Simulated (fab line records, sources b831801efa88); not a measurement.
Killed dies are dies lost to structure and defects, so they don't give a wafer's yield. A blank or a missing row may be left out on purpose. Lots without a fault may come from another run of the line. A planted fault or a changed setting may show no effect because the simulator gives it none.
Chamber matching | flow sky130 | SKY_VIA4_CMP_21 on cmp-02: 4 sister chambers
The step polishes, stops on SiO2, t overpolish 25 s, target thk 0 nm. 22 wafers are shown with their chamber, then 11 later ones without.

WAFERS WITH THEIR CHAMBER
wafer  | chamber | time_to_endpoint_s (s) | motor_current_A (A) | overpolish_run_s (s)
L074.1 | 2       | 111                    | 10.1                | 25.004
L074.2 | 3       | 134                    | 11.0                | 25.000
L074.6 | 3       | 128                    | 10.7                | 24.996
L074.3 | 1       | 124                    | 11.0                | 24.998
L074.4 | 0       | 125                    | 10.4                | 24.998
L074.5 | 0       | 126                    | 10.4                | 24.990
L077.1 | 1       | 125                    | 11.1                | 24.992
L077.2 | 3       | 139                    | 11.0                | 25.001
L077.6 | 2       | 115                    | 10.5                | 25.004
L080.2 | 2       | 114                    | 10.5                | 25.005
L080.5 | 0       | 127                    | 10.3                | 25.006
L080.6 | 3       | 138                    | 10.7                | 24.996
L081.1 | 0       | 121                    | 10.2                | 25.000
L081.4 | 2       | 109                    | 10.5                | 25.002
L081.6 | 0       | 123                    | 9.8                 | 25.003
L083.2 | 1       | 120                    | 11.3                | 24.992
L083.3 | 0       | 121                    | 9.9                 | 25.009
L083.5 | 0       | 125                    | 10.1                | 25.005
L085.1 | 0       | 124                    | 10.0                | 25.005
L085.2 | 3       | 130                    | 10.9                | 24.997
L085.3 | 1       | 120                    | 11.1                | 24.997
L087.2 | 0       | 124                    | 10.3                | 24.999

SIGNATURES (means of the wafers above)
reading            | chamber 0 | chamber 1 | chamber 2 | chamber 3 | scatter within a chamber
time_to_endpoint_s | 124.00    | 122.25    | 112.25    | 133.80    | 3.08
motor_current_A    | 10.156    | 11.125    | 10.400    | 10.860    | 0.189
overpolish_run_s   | 25.00167  | 24.99475  | 25.00375  | 24.99800  | 0.00417
Rule: a wafer's distance from a chamber is the root of the sum, over the readings, of the square of ((its reading less the chamber's mean) divided by the reading's scatter). The wafer belongs to the nearest chamber; if the next one is less than 2 further off, it can't be placed. The scatter: the root of (the sum of the squares of (reading less its chamber's mean) over the shown wafers, divided by (wafers less chambers)).

WAFERS WITHOUT THEIR CHAMBER
wafer  | time_to_endpoint_s (s) | motor_current_A (A) | overpolish_run_s (s)
L087.3 | 113                    | 11.2                | 24.998
L087.4 | 120                    | 11.3                | 24.988
L089.3 | 128                    | 11.1                | 24.992
L089.4 | 126                    | 10.6                | 24.977
L089.6 | 133                    | 10.9                | 25.007
L092.1 | 112                    | 10.7                | 25.000
L092.5 | 112                    | 11.6                | 25.014
L092.6 | 136                    | 11.1                | 24.990
L093.2 | 120                    | 10.2                | 25.002
L093.3 | 110                    | 10.1                | 24.996
L093.6 | 113                    | 10.8                | 24.994

WHICH CHAMBER EACH WENT THROUGH
wafer  | from the rows above          | in truth
L087.3 | can't be placed: 1 or 2      | 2
L087.4 | 1                            | 1
L089.3 | can't be placed: 1 or 3      | 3
L089.4 | can't be placed: 1 or 3 or 0 | 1
L089.6 | 3                            | 3
L092.1 | 2                            | 2
L092.5 | can't be placed: 1 or 2      | 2
L092.6 | 3                            | 3
L093.2 | can't be placed: 0 or 2      | 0
L093.3 | 2                            | 2
L093.6 | can't be placed: 2 or 1      | 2
Placed correctly: 5 of 11. Can't be placed from these rows: 6 (the true chamber is among the candidates in 6). Placed wrongly: 0.
